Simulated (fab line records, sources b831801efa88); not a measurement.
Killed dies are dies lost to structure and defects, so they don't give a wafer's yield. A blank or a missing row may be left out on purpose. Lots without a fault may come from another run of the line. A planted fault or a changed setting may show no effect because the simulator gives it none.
A struck lot beside a sound one | flow sky130 | 43 steps out of a route of 708
Sound: wafers L126.2, L126.3, L126.5. Struck: wafers L124.2, L124.3. (L124.4 of the same lot was not struck and is left out.) The cause comes at the end.
At each step with rows: each side's tool, then ch and its chambers, then its first start. Under that, the readings that differ: sound wafers | struck wafers | difference of the means | sigmas: that difference in standard deviations of wafers without a fault.
alike: readings whose means differ by less than 2 such deviations, and words and numbers that are the same on both sides. not compared: withheld readings, readings that some wafer has no value for, bounds like >300 that may hide the same value, and numbers for which the record gives no deviation and whose values overlap.
The two part at a step that has a row with sigmas, a row that says differs or no value, or rows on one side only. Numbers that don't overlap but have no deviation are shown without sigmas and don't part them. A reading that every wafer of one side lacks parts them only if that side has two wafers or more.

SKY_LDD_N_STRIP_16: strips in O2/N2.
  sound on plasma_asher-04 ch 0,1, day 24 14:50; struck on plasma_asher-01 ch 0,1, day 23 09:44
  reading                      | sound             | struck      | difference | sigmas
  strip_time_to_endpoint_s (s) | 4.295 4.292 4.306 | 4.342 4.326 | +0.036     | +2
  alike: drypump_motor_current_A, oes_product_au
  not compared: rf_hours_counter_h
SKY_LDD_N_TW_MEAS_17:
  sound on film_metro-04, day 24 14:56; struck on film_metro-04, day 23 09:50
  alike: LDD_N_TW
then, 7 steps without rows for these wafers: SKY_LDD_P_DEHYDRATE_00 (time 60 s); SKY_LDD_P_HMDS_01 (prime time 60 s); SKY_LDD_P_COAT_02 (resist thk 1140 nm); SKY_LDD_P_SOFTBAKE_03 (time 60 s); SKY_LDD_P_EXPOSE_04 (exposes mask PSDM, target cd 380 nm); SKY_LDD_P_PEB_05; SKY_LDD_P_DEVELOP_06 (develop time 60 s).
SKY_LDD_P_CD_MEAS_07: target cd 380 nm.
  sound on cd_sem-02, day 25 20:18; struck on cd_sem-01, day 24 15:32
  reading    | sound             | struck      | difference | sigmas
  cd_nm (nm) | 376.8 375.1 376.3 | 380.4 381.5 | +4.9       | +2
SKY_LDD_P_OVL_MEAS_08:
  sound on overlay-02, day 25 20:24; struck on overlay-02, day 24 15:38
  reading        | sound        | struck    | difference | sigmas
  LDD_P_OVL (nm) | 1.2 0.9 -0.5 | -2.7 -2.4 | -3.1       | -3
then, 1 step without rows for these wafers: SKY_LDD_P_IMPLANT_09.
SKY_LDD_P_STRIP_10: strips in O2/N2.
  sound on plasma_asher-03 ch 0,1, day 25 20:35; struck on plasma_asher-02 ch 1, day 24 15:49
  alike: drypump_motor_current_A, oes_product_au, strip_time_to_endpoint_s
  not compared: rf_hours_counter_h
SKY_LDD_P_TW_MEAS_11:
  sound on film_metro-02, day 25 20:41; struck on film_metro-02, day 24 15:55
  alike: LDD_P_TW
then, 7 steps without rows for these wafers: SKY_LDD_HVN_DEHYDRATE_00 (time 60 s); SKY_LDD_HVN_HMDS_01 (prime time 60 s); SKY_LDD_HVN_COAT_02 (resist thk 300 nm); SKY_LDD_HVN_SOFTBAKE_03 (time 60 s); SKY_LDD_HVN_EXPOSE_04 (exposes mask HVNTM, target cd 700 nm); SKY_LDD_HVN_PEB_05; SKY_LDD_HVN_DEVELOP_06 (develop time 60 s).
SKY_LDD_HVN_OVL_MEAS_07:
  sound on overlay-01, day 27 01:25; struck on overlay-02, day 25 21:24
  alike: LDD_HVN_OVL
then, 1 step without rows for these wafers: SKY_LDD_HVN_IMPLANT_08.
SKY_LDD_HVN_STRIP_09: strips in O2/N2.
  sound on plasma_asher-02 ch 0,1, day 27 01:35; struck on plasma_asher-03 ch 0, day 25 21:35
  alike: drypump_motor_current_A, oes_product_au, strip_time_to_endpoint_s
  not compared: rf_hours_counter_h
SKY_LDD_HVN_TW_MEAS_10:
  sound on film_metro-04, day 27 01:42; struck on film_metro-01, day 25 21:41
  alike: LDD_HVN_TW
then, 7 steps without rows for these wafers: SKY_LDD_HVP_DEHYDRATE_00 (time 60 s); SKY_LDD_HVP_HMDS_01 (prime time 60 s); SKY_LDD_HVP_COAT_02 (resist thk 300 nm); SKY_LDD_HVP_SOFTBAKE_03 (time 60 s); SKY_LDD_HVP_EXPOSE_04 (exposes mask HVPTM, target cd 700 nm); SKY_LDD_HVP_PEB_05; SKY_LDD_HVP_DEVELOP_06 (develop time 60 s).
SKY_LDD_HVP_OVL_MEAS_07:
  sound on overlay-02, day 28 07:05; struck on overlay-02, day 27 03:02
  alike: LDD_HVP_OVL
then, 1 step without rows for these wafers: SKY_LDD_HVP_IMPLANT_08.
SKY_LDD_HVP_STRIP_09: strips in O2/N2.
  sound on plasma_asher-02 ch 0,1, day 28 07:16; struck on plasma_asher-02 ch 0,1, day 27 03:13
  alike: drypump_motor_current_A, oes_product_au, strip_time_to_endpoint_s
  not compared: rf_hours_counter_h
SKY_LDD_HVP_TW_MEAS_10:
  sound on film_metro-03, day 28 07:22; struck on film_metro-02, day 27 03:20
  alike: LDD_HVP_TW
then, 6 steps without rows for these wafers: SKY_LDD_LDN_DEHYDRATE_00 (time 60 s); SKY_LDD_LDN_HMDS_01 (prime time 60 s); SKY_LDD_LDN_COAT_02 (resist thk 1140 nm); SKY_LDD_LDN_SOFTBAKE_03 (time 60 s); SKY_LDD_LDN_EXPOSE_04 (exposes mask LDNTM, target cd 700 nm); SKY_LDD_LDN_PEB_05.
-- the record jumps here: 22 days lie between the struck wafers' starts before and after (it left off in module LDD_LDN and takes up again in module PAD_OPEN, whose first step shown is number 708 of the route) --
SKY_PAD_OPEN_PROBE_99:
  sound on prober-01, day 50 03:28; struck on prober-01, day 49 10:24
  reading             | sound    | struck | difference | sigmas
  killed_at_front_end | 13 19 7  | 44 31  | +24        | +5
  killed_on_rim       | 16 13 17 | 33 30  | +16        | +4
  alike: killed_at_M0_to_M3, killed_at_M4_up, killed_at_contacts, killed_at_other, killed_dies, killed_open, killed_short

WHERE THEY PART
First at SKY_LDD_N_STRIP_16; last, within this record, at SKY_PAD_OPEN_PROBE_99.

WHY: what the simulator had put in
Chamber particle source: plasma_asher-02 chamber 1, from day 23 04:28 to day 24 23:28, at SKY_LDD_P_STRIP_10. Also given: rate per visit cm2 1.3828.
